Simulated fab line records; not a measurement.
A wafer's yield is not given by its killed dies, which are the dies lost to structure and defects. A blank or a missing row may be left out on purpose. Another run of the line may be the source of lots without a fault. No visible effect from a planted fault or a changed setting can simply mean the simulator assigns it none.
Matching of chambers / flow sky130 / SKY_METAL4_ETCH_17 on rie-diel-04 has 4 sister chambers
The step etches SiO2 in C4F8/O2/Ar, stops on TiN, time 3.9 s, target depth 15 nm. 4 wafers are shown with their chamber, then 8 later ones without.

## EACH WAFER AND ITS CHAMBER
wafer=L083.3; chamber=1; rf-fwd-power-W (W)=1473
wafer=L083.5; chamber=2; rf-fwd-power-W (W)=1463
wafer=L088.2; chamber=0; rf-fwd-power-W (W)=1458
wafer=L089.2; chamber=3; rf-fwd-power-W (W)=1467

## WAFERS WHOSE CHAMBER IS MISSING
wafer=L089.4; rf-fwd-power-W (W)=1462
wafer=L089.6; rf-fwd-power-W (W)=1470
wafer=L094.1; rf-fwd-power-W (W)=1469
wafer=L094.5; rf-fwd-power-W (W)=1469
wafer=L094.6; rf-fwd-power-W (W)=1460
wafer=L095.3; rf-fwd-power-W (W)=1468
wafer=L095.4; rf-fwd-power-W (W)=1466
wafer=L095.6; rf-fwd-power-W (W)=1459

## EACH ONE'S CHAMBER
wafer=L089.4; from the rows above=can't be placed: 2 or 0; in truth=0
wafer=L089.6; from the rows above=can't be placed: 1 or 3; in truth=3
wafer=L094.1; from the rows above=can't be placed: 3 or 1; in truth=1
wafer=L094.5; from the rows above=can't be placed: 3 or 1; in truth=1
wafer=L094.6; from the rows above=can't be placed: 0 or 2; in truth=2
wafer=L095.3; from the rows above=3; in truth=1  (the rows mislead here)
wafer=L095.4; from the rows above=can't be placed: 3 or 2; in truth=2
wafer=L095.6; from the rows above=can't be placed: 0 or 2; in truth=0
Correctly placed: 0 of 8. These rows do not allow placing 7 (true chamber among the candidates in 7). Wrongly placed: 1.
How it was worked out, from the rows above alone: a wafer's distance from a chamber is the root of the sum, over the readings, of the square of ((its reading less the chamber's mean) divided by the reading's scatter). If the next closest chamber is less than 2 further off than the closest, the wafer can't be placed; otherwise it belongs to the closest. Each chamber's mean is taken over the wafers shown for it. The scatter: root of mean squared gap, hidden wafer to nearest shown wafer, with one shown wafer a chamber.
